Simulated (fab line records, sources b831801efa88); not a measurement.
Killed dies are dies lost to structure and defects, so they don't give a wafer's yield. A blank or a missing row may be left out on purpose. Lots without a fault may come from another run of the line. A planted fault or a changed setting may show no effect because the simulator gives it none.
Which tool did it? | flow gf180mcu | 6 lots, 18 wafers sampled, at 3 steps of a route of 602

WHAT THE GAUGES READ, wafer by wafer
GF_HV_LDD_TW_MEAS_50.
lot  | measured     | on            | HV_LDD_4_TW
L756 | day 12 11:22 | film_metro-03 | 563 559 559
L759 | day 14 00:25 | film_metro-04 | 571 566 567
L767 | day 16 09:29 | film_metro-03 | 521 519 520 519 522 520
L771 | day 17 18:07 | film_metro-04 | 568 569 569
L775 | day 19 02:54 | film_metro-03 | 562 563 566
L777 | day 19 20:23 | film_metro-03 | 561 556 559

WHICH TOOL RAN EACH LOT (tool, then ch and the chambers of the sampled wafers, then the start)
lot  | GF_HV_LDD_STRIP_37                   | GF_HV_LDD_IMPLANT_48
L756 | plasma_asher-03 ch 0,1, day 11 16:03 | implanter-03 ch 0, day 12 11:08
L759 | plasma_asher-02 ch 0,1, day 13 03:17 | implanter-01 ch 0, day 14 00:10
L767 | plasma_asher-01 ch 0,1, day 15 11:26 | implanter-01 ch 0, day 16 09:15
L771 | plasma_asher-03 ch 0,1, day 16 19:53 | implanter-03 ch 0, day 17 17:54
L775 | plasma_asher-03 ch 0,1, day 18 03:13 | implanter-03 ch 0, day 19 02:41
L777 | plasma_asher-02 ch 0,1, day 18 19:53 | implanter-04 ch 0, day 19 20:08
- GF_HV_LDD_STRIP_37: strips in O2/N2.
- GF_HV_LDD_IMPLANT_48

THE ANSWER, worked out from the rows above alone
Rule: what is usual is taken from the lots themselves. Put in order of their means at a reading, lots are off if they are a third of the lots or fewer, leave a main group of 4 or more, and stand apart from it by a gap of 3 or more times the standard deviation of the main group's means; of several such gaps the widest counts. A main group whose means are all the same, to the digits that the tables above print for the reading, isn't used. A lot without any number at a reading at which 4 lots or more have one is off too. The other lots that the step has rows for count as sound.
Off: L767, at GF_HV_LDD_TW_MEAS_50 (HV_LDD_4_TW). The main group: mean 564, standard deviation 4.
A tool fits if, at a process step before that reading, it ran every lot that is off, and no sound lot after the first of them. The gauges at GF_HV_LDD_TW_MEAS_50 are tried like those tools. Can't be told from this: 2 tools fit, plasma_asher-01 at GF_HV_LDD_STRIP_37, implanter-01 at GF_HV_LDD_IMPLANT_48.

WHAT THE SIMULATOR HAD PUT IN
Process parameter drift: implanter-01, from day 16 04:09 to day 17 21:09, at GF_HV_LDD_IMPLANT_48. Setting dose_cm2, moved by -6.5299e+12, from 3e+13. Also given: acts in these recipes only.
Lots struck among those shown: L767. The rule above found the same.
